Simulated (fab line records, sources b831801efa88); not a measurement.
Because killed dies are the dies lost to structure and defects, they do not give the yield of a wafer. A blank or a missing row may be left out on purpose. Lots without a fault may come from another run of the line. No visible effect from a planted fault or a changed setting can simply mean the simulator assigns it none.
8D (eight disciplines) problem report, filled in by code :: flow sky130 :: the parts of the form that need people (team, actions taken, sign-off) are left out

1. PROBLEM STATEMENT
Across 2 wafers from 2 lots, VIA3_W_RS at SKY_VIA3_RS_MEAS_22 averages 0.450 ohm/sq, while fault-free wafers read 0.293 ohm/sq with a standard deviation of 0.0042. Relative to the usual mean, that is a shift of +37 standard deviations.
The step: measures by four-point-probe.
First seen on wafer L655.1, day 43 10:36, on film-metro-02. The record holds 30 wafers of 10 lots with a number at this step. Rule for "out", or "out of limits": more than 4 standard deviations from the usual mean. All remaining wafers that have a number are taken as sound.

2. WHAT IT IS, AND WHAT IT ISN'T
question: which readings at this step
is: VIA3_W_RS
is not: -

question: which lots
is: L655, L657
is not: L643, L644, L645, L653, L656, L661, L665, L666

question: which wafers of those lots
is: L655.1, L657.1
is not: L655.4, L655.5, L657.3, L657.5

question: read on which gauges
is: film-metro-01, film-metro-02
is not: film-metro-04

question: when
is: from day 43 10:36
is not: up to then (14 sound wafers); but 14 sound wafers of L656, L657, L661, L665, L666 came after

3. WHAT RULES OUT EACH SUSPECT
Counting: a tool at a process step up to the reading stays a suspect if it ran every lot that is out. Sound lots after the first of them don't rule it out here, since some wafers of a struck lot are sound.
- the gauge at SKY_VIA3_RS_MEAS_22 is ruled out. Those wafers that are out were read across 2 gauges (film-metro-01, film-metro-02).
- cmp-01 at SKY_LI_CONTACT_CMP_24 (polishes, stops on PSG, t overpolish 20 s, target thk 0 nm): kept. Every lot that is out went through it, the first being L655 (day 33 12:44); the last sound lot it ran before that was L644 (day 29 11:47).
- pvd-sputter-04 at SKY_METAL1_SPUTTER_00 (material Ti, target thk 15 nm, time 10 s): kept. Every lot that is out went through it, the first being L655 (day 35 22:07); the last sound lot it ran before that was L653 (day 34 20:46).
- cvd-w-02 at SKY_VIA3_CVD_21 (deposits W, target thk 390 nm, time 117.31 s): kept. Every lot that is out went through it, the first being L655 (day 43 10:29); the last sound lot it ran before that was L653 (day 42 13:23).
- Within cvd-w-02 at SKY_VIA3_CVD_21: the wafers that are out ran in chamber 1; their sound lot-mates ran in chamber 0.
Still standing after the count: cmp-01 at SKY_LI_CONTACT_CMP_24, pvd-sputter-04 at SKY_METAL1_SPUTTER_00, cvd-w-02 at SKY_VIA3_CVD_21.

4. THE CAUSE (what the simulator had put in)
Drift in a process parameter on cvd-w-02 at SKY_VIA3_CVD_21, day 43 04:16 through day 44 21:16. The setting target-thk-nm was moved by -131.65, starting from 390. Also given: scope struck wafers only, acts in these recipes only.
This tool is one of the 3 suspects left after counting.

5. SEQUENCE OF EFFECTS, ordered by route
Each row: a reading where the mean over the struck wafers with a number is more than 3 standard deviations away from the usual. Only readings for which the record gives a usual standard deviation are gone through. hours: the time from each lot's start at the first step in this table that gives one to its start at this step, as a median over the lots. sigmas: the change in usual standard deviations.
hours: 0
step: SKY_VIA3_RS_MEAS_22
reading: VIA3_W_RS
usual: 0.293 ohm/sq
on struck wafers: 0.450
change: +0.157
sigmas: +37

hours: 0
step: SKY_VIA3_THK_MEAS_23
reading: VIA3_W_THK
usual: 395 nm
on struck wafers: 257
change: -138
sigmas: -20

hours: 0
step: SKY_VIA3_CMP_24
reading: time-to-endpoint-s
usual: 95 s
on struck wafers: 62
change: -32
sigmas: -8.6
Its process steps:
- SKY_VIA3_CMP_24: polishes, stops on SiO2, t overpolish 20 s, target thk 0 nm.

6. WHAT WOULD HAVE CAUGHT IT SOONER
In this record the first reading out of limits at a measuring or inspecting step was taken at day 43 10:36, 6 hours after the fault began at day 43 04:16.
Of the tool readings at SKY_VIA3_CVD_21 for which the record gives a usual standard deviation, none was out on any struck wafer, so an alarm limit of 4 standard deviations on them would not have fired.
Lots out: 2; of these, L657 started SKY_VIA3_CVD_21 on cvd-w-02 after day 43 10:36. It would have been spared by a hold on the tool at that moment.
